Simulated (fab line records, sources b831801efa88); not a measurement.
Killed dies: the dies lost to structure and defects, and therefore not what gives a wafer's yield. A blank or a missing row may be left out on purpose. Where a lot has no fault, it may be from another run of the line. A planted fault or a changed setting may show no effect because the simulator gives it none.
Which of the tools did it? -- flow gf180mcu -- 72 wafers from 24 lots sampled at 5 of the route's 602 steps

WHAT THE GAUGES READ, wafer by wafer
GF_V2_RS_MEAS_24: measures by four-point-probe.
lot,measured,on,V2_W_RS (ohm/sq)
L074,day 20 15:52,film-metro-01,0.323 0.324 0.328
L076,day 20 23:22,film-metro-04,0.328 0.330 0.331
L075,day 21 00:29,film-metro-01,0.329 0.330 0.338
L077,day 21 20:38,film-metro-01,0.329 0.327 0.327
L078,day 22 07:51,film-metro-01,0.330 0.332 0.328
L079,day 22 16:18,film-metro-02,0.324 0.324 0.334
L081,day 22 22:52,film-metro-01,0.328 0.333 0.325
L080,day 23 05:11,film-metro-02,0.329 0.323 0.329
L082,day 23 14:41,film-metro-02,0.320 0.333 0.322
L083,day 23 22:47,film-metro-02,0.326 0.332 0.324
L084,day 24 07:28,film-metro-02,0.328 0.321 0.332
L085,day 24 16:08,film-metro-02,0.333 0.339 0.334
L086,day 24 19:37,film-metro-02,0.330 0.333 0.331
L087,day 25 03:11,film-metro-01,0.329 0.332 0.328
L088,day 25 05:57,film-metro-02,0.329 0.333 0.325
L089,day 25 16:44,film-metro-04,0.335 0.320 0.332
L090,day 26 00:40,film-metro-04,0.319 0.328 0.331
L091,day 26 11:41,film-metro-02,0.335 0.326 0.339
L092,day 26 14:35,film-metro-04,0.331 0.323 0.324
L093,day 26 17:57,film-metro-01,0.335 0.325 0.336
L094,day 27 06:10,film-metro-02,0.336 0.332 0.331
L095,day 27 06:29,film-metro-04,0.322 0.332 0.328
L096,day 27 16:53,film-metro-01,0.334 0.328 0.330
L097,day 27 23:59,film-metro-02,0.333 0.333 0.334

GF_M3_OVL_MEAS_15.
lot,measured,on,M3_OVL (nm)
L074,day 21 16:52,overlay-01,6 6 4
L076,day 21 23:43,overlay-02,6 1 -5
L075,day 22 00:38,overlay-02,-4 -7 -1
L077,day 22 20:55,overlay-02,0 0 5
L078,day 23 07:46,overlay-01,4 -3 5
L079,day 23 15:33,overlay-02,3 4 4
L081,day 23 21:55,overlay-02,5 1 -6
L080,day 24 04:28,overlay-02,5 3 -2
L082,day 24 13:42,overlay-02,2 -5 -5
L083,day 24 21:36,overlay-01,10 4 4
L084,day 25 05:55,overlay-02,-7 -2 -8
L085,day 25 15:06,overlay-02,-3 -6 -4
L086,day 25 17:51,overlay-02,-2 5 9
L087,day 26 01:30,overlay-02,7 3 7
L088,day 26 04:36,overlay-02,-5 -5 -10
L089,day 26 14:20,overlay-02,-3 4 5
L090,day 26 21:50,overlay-01,-1 4 -8
L091,day 27 09:18,overlay-02,0 -4 -6
L092,day 27 11:46,overlay-02,0 1 -5
L093,day 27 15:09,overlay-01,-9 -2 -3
L094,day 28 02:22,overlay-02,-4 1 -1
L095,day 28 03:27,overlay-01,4 2 7
L096,day 28 13:11,overlay-02,-3 0 7
L097,day 28 19:11,overlay-01,-4 3 -4

GF_V3_THK_MEAS_03.
lot,measured,on,V3_CVD_02_THK (nm)
L074,day 21 17:50,film-metro-04,853 871 858
L076,day 22 00:36,film-metro-04,836 836 863
L075,day 22 01:34,film-metro-01,847 865 856
L077,day 22 21:48,film-metro-03,853 871 870
L078,day 23 08:44,film-metro-04,831 846 849
L079,day 23 16:26,film-metro-01,843 863 862
L081,day 23 22:50,film-metro-01,848 851 868
L080,day 24 05:21,film-metro-03,851 861 857
L082,day 24 14:38,film-metro-01,842 850 846
L083,day 24 22:32,film-metro-03,851 844 842
L084,day 25 06:48,film-metro-01,857 847 867
L085,day 25 16:06,film-metro-04,828 856 859
L086,day 25 18:52,film-metro-03,850 869 853
L087,day 26 02:23,film-metro-03,852 832 825
L088,day 26 05:30,film-metro-03,832 845 855
L089,day 26 15:14,film-metro-04,860 857 865
L090,day 26 22:44,film-metro-03,837 850 853
L091,day 27 10:12,film-metro-01,846 852 869
L092,day 27 12:41,film-metro-04,846 865 857
L093,day 27 16:02,film-metro-01,827 827 833
L094,day 28 03:15,film-metro-01,838 846 851
L095,day 28 04:29,film-metro-03,839 848 867
L096,day 28 14:04,film-metro-01,836 853 853
L097,day 28 20:05,film-metro-03,853 819 851

GF_V4_OVL_MEAS_15.
lot,measured,on,V4_OVL (nm)
L074,day 24 18:40,overlay-01,-2 0 -5
L076,day 24 23:31,overlay-02,-7 -14 -13
L075,day 25 00:55,overlay-02,0 -12 -3
L077,day 25 20:03,overlay-02,-13 -3 -8
L078,day 26 05:04,overlay-02,1 -2 -4
L079,day 26 12:15,overlay-02,-2 -2 0
L081,day 26 19:58,overlay-01,1 -5 3
L080,day 27 00:25,overlay-02,3 2 6
L082,day 27 09:31,overlay-02,2 -1 0
L083,day 27 16:25,overlay-02,8 9 8
L084,day 27 23:19,overlay-02,3 0 -2
L085,day 28 08:55,overlay-01,-10 -6 -6
L086,day 28 11:08,overlay-02,1 6 3
L087,day 28 18:25,overlay-01,2 -2 3
L088,day 28 21:02,overlay-01,-3 -3 -4
L089,day 29 06:25,overlay-02,-1 0 -3
L090,day 29 13:10,overlay-01,-4 -5 -7
L091,day 30 00:01,overlay-02,-3 -7 2
L092,day 30 03:16,overlay-02,0 0 -7
L093,day 30 05:10,overlay-02,-8 -11 -10
L094,day 30 14:57,overlay-02,0 1 -2
L095,day 30 17:07,overlay-01,-6 4 3
L096,day 31 02:40,overlay-02,-1 6 -1
L097,day 31 08:13,overlay-02,2 -6 4

WHICH TOOL RAN EACH LOT (tool, then ch and the chambers of the sampled wafers, then the start)
lot,GF_CONTACT_CMP_27
L074,"cmp-02 ch 0,1,2, day 16 09:52"
L076,"cmp-02 ch 2,3, day 16 18:26"
L075,"cmp-01 ch 0,1,2, day 16 20:45"
L077,"cmp-01 ch 1,2, day 17 13:21"
L078,"cmp-02 ch 1,2, day 18 01:19"
L079,"cmp-01 ch 0,1,2, day 18 10:43"
L081,"cmp-02 ch 1,2,3, day 18 17:11"
L080,"cmp-01 ch 1,2,3, day 18 22:56"
L082,"cmp-01 ch 1,2,3, day 19 10:10"
L083,"cmp-01 ch 0,1,2, day 19 18:35"
L084,"cmp-01 ch 0,1,2, day 20 04:52"
L085,"cmp-01 ch 1,2,3, day 20 12:47"
L086,"cmp-01 ch 0,2,3, day 20 16:42"
L087,"cmp-02 ch 0,1,2, day 21 01:45"
L088,"cmp-01 ch 0,1,3, day 21 05:29"
L089,"cmp-01 ch 1,2,3, day 21 18:20"
L090,"cmp-01 ch 1,2, day 22 01:06"
L091,"cmp-02 ch 1,3, day 22 12:04"
L092,"cmp-01 ch 0,2, day 22 16:53"
L093,"cmp-01 ch 0,1, day 22 20:51"
L094,"cmp-01 ch 1,3, day 23 11:41"
L095,"cmp-02 ch 1,2, day 23 11:59"
L096,"cmp-02 ch 0,2,3, day 23 22:26"
L097,"cmp-02 ch 0,1,3, day 24 05:50"
- GF_CONTACT_CMP_27: polishes, stops on SiO2, t overpolish 15 s, target thk 0 nm.

WHAT THE TOOLS THEMSELVES READ (means of the sampled wafers that have a number; where no wafer has one, the mark that the record gives instead)
GF_CONTACT_CMP_27.
lot,tool,motor-current-A (A),overpolish-run-s (s),time-to-endpoint-s (s)
L074,cmp-02,11.7,15.006,70
L076,cmp-02,11.4,14.996,70
L075,cmp-01,10.8,14.998,68
L077,cmp-01,11.5,14.997,75
L078,cmp-02,11.8,15.015,74
L079,cmp-01,11.3,14.996,71
L081,cmp-02,11.0,15.008,67
L080,cmp-01,11.8,15.001,72
L082,cmp-01,11.4,14.990,68
L083,cmp-01,11.2,14.995,72
L084,cmp-01,11.1,14.993,70
L085,cmp-01,10.9,14.999,71
L086,cmp-01,11.1,14.998,68
L087,cmp-02,11.7,15.000,67
L088,cmp-01,10.7,14.997,67
L089,cmp-01,11.0,14.994,68
L090,cmp-01,11.6,15.003,69
L091,cmp-02,11.8,14.997,72
L092,cmp-01,10.8,15.004,67
L093,cmp-01,10.5,15.006,71
L094,cmp-01,10.7,14.997,69
L095,cmp-02,11.9,14.998,77
L096,cmp-02,11.1,14.991,73
L097,cmp-02,11.8,14.994,71

THE ANSWER, worked out from the rows above alone
Rule: the lots themselves supply what counts as usual. The widest of any qualifying gaps counts: lots, ordered by their means at a reading, are off when they make up no more than a third of the lots, leave a main group of 4 or more, and stand apart from it by 3 or more times the standard deviation of that group's means. A main group is skipped when, at the precision printed for the reading in the tables above, its means are all equal. A lot without any number at a reading at which 4 lots or more have one is off too. All remaining lots with rows at the step are treated as sound. First the gauges in route order, then the tools' own readings, where a lot's mean is used as printed above. At the first step where some lot is off, the reading lying furthest off is the one used; lots without a number count as furthest.
Nothing can be told from this: no lot is off at any reading shown.

WHAT WAS PUT IN BY THE SIMULATOR
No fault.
